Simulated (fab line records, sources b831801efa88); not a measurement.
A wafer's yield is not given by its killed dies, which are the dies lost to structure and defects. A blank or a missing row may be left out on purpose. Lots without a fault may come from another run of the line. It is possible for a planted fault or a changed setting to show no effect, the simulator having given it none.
A lot that was struck, set against a sound lot    flow sfq line    18 out of 325 route steps
Sound: these wafers, L363.1, L363.2, L363.5. Wafers struck: L362.3, L362.4, L362.6. The cause comes at the end.
Per side, at each step with rows, come the tool, then ch with its chambers, and then its first start. Under that, the readings that differ: sound wafers    struck wafers    difference of the means    sigmas: that difference in standard deviations of wafers without a fault.
alike: same words and numbers on both sides, and readings whose means sit less than 2 such deviations apart. not compared: any withheld reading, any reading some wafer has no value for, any bound like >300 that may hide the same value, and any number with overlapping values for which the record gives no deviation.
A row with sigmas, a row that says differs or no value, or rows on one side alone: a step with any of these is where the two part. Non-overlapping numbers with no deviation appear without sigmas and do not part them. Lack of a reading on every wafer of one side parts them only where that side has two or more wafers.

SFQ_TRILAYER_M3_BARC_OPEN_METAL_ETCH_100: etches BARC in O2, target depth 125 nm, time 41.7 s.
  sound on rie metal-02 ch 0, day 42 12:31; struck on rie metal-04 ch 0,1, day 41 20:56
  alike: drypump motor current A, oes product au
  not compared: rf hours counter h
SFQ_TRILAYER_M3_ETCH_METAL_ETCH_078: etches Nb in Cl2/Ar, stops on SiO2, target depth 240 nm, time 120 s.
  sound on rie metal-02 ch 0, day 42 12:38; struck on rie metal-04 ch 0,1, day 41 21:01
  alike: drypump motor current A, oes product au
  not compared: rf hours counter h
then, 2 steps without rows for these wafers: SFQ_TRILAYER_M3_STRIP_STRIP_079 (strips in O2); SFQ_TRILAYER_M3_STRIP_SOLV_CLEAN_080 (cleans in NMP, time 600 s).
SFQ_TRILAYER_I3_DEP_PECVD_081: deposits SiO2 from SiH4/N2O, time 111.11 s, target thk 500 nm.
  sound on pecvd-02 ch 0,2, day 42 14:16; struck on pecvd-02 ch 0,1,2, day 41 21:55
  alike: heater power outer w, heater power w, susceptor temp C, throttle valve pct
SFQ_TRILAYER_I3_CMP_CMP_082: polishes SiO2.
  sound on cmp-01 ch 1,2,3, day 42 15:21; struck on cmp-01 ch 1,2, day 42 07:34
  alike: motor current A, platen rpm, time to endpoint s
SFQ_I3_BOW_MEAS_922:
  sound on film metro-01 at day 42 17:21; struck on film metro-04 at day 42 10:36
  alike: I3_BOW
SFQ_TRILAYER_I3_METRO_MEASURE_083:
  sound on film metro-01 at day 42 17:28; struck on film metro-04 at day 42 11:05
  alike: thk nm
then, 4 steps without rows for these wafers: SFQ_TRILAYER_I3_VIA_LITHO_COAT_090 (resist thk 62 nm); SFQ_TRILAYER_I3_VIA_LITHO_COAT_085 (resist thk 650 nm); SFQ_TRILAYER_I3_VIA_LITHO_SOFTBAKE_089; SFQ_TRILAYER_I3_VIA_LITHO_EXPOSE_086 (exposes mask I3, target cd 500 nm).
-- the record jumps here: 6 days lie between the struck wafers' starts before and after --
SFQ_TRILAYER_I3_VIA_LITHO_PEB_088: peb time 60 s.
  sound on litho track-04 ch 0, day 48 18:20; struck on litho track-02 ch 0, day 48 09:59
  alike: chill plate temp C
then, 1 step without rows for these wafers: SFQ_TRILAYER_I3_VIA_LITHO_DEVELOP_087 (time 60 s).
SFQ_I3_OVL_MEAS_923:
  sound on overlay-02 at day 48 18:38; struck on overlay-01 at day 48 10:15
reading      sound    struck    difference  sigmas
I3_OVL (nm)  10 11 9  -1 -2 -2  -12         -2
SFQ_TRILAYER_I3_VIA_BARC_OPEN_VIA_ETCH_121: etches BARC in O2, target depth 125 nm, time 41.7 s.
  sound on rie diel-03 ch 0,3, day 48 18:40; struck on rie diel-04 ch 0,1,3, day 48 10:16
reading              sound              struck             difference  sigmas
model.I3.cd nm (nm)  501.4 499.3 499.4  506.8 504.7 505.7  +5.7        
  alike: drypump motor current A, oes product au
  not compared: rf hours counter h
SFQ_TRILAYER_I3_VIA_ETCH_VIA_ETCH_088: etches SiO2 in CHF3, stops on Nb, target depth 260 nm.
  sound on rie diel-03 ch 0,3, day 48 18:43; struck on rie diel-04 ch 0,1,3, day 48 10:19
  alike: drypump motor current A, oes product au
  not compared: model.I3.cd nm
then, 1 step without rows for these wafers: SFQ_TRILAYER_I3_VIA_STRIP_STRIP_089 (strips in O2).

== WHERE THEY PART ==
SFQ_I3_OVL_MEAS_923 only, going by this record. Later steps at which nothing parts them and some readings are alike: SFQ_TRILAYER_I3_VIA_BARC_OPEN_VIA_ETCH_121, SFQ_TRILAYER_I3_VIA_ETCH_VIA_ETCH_088.

WHY: what had been put in by the simulator
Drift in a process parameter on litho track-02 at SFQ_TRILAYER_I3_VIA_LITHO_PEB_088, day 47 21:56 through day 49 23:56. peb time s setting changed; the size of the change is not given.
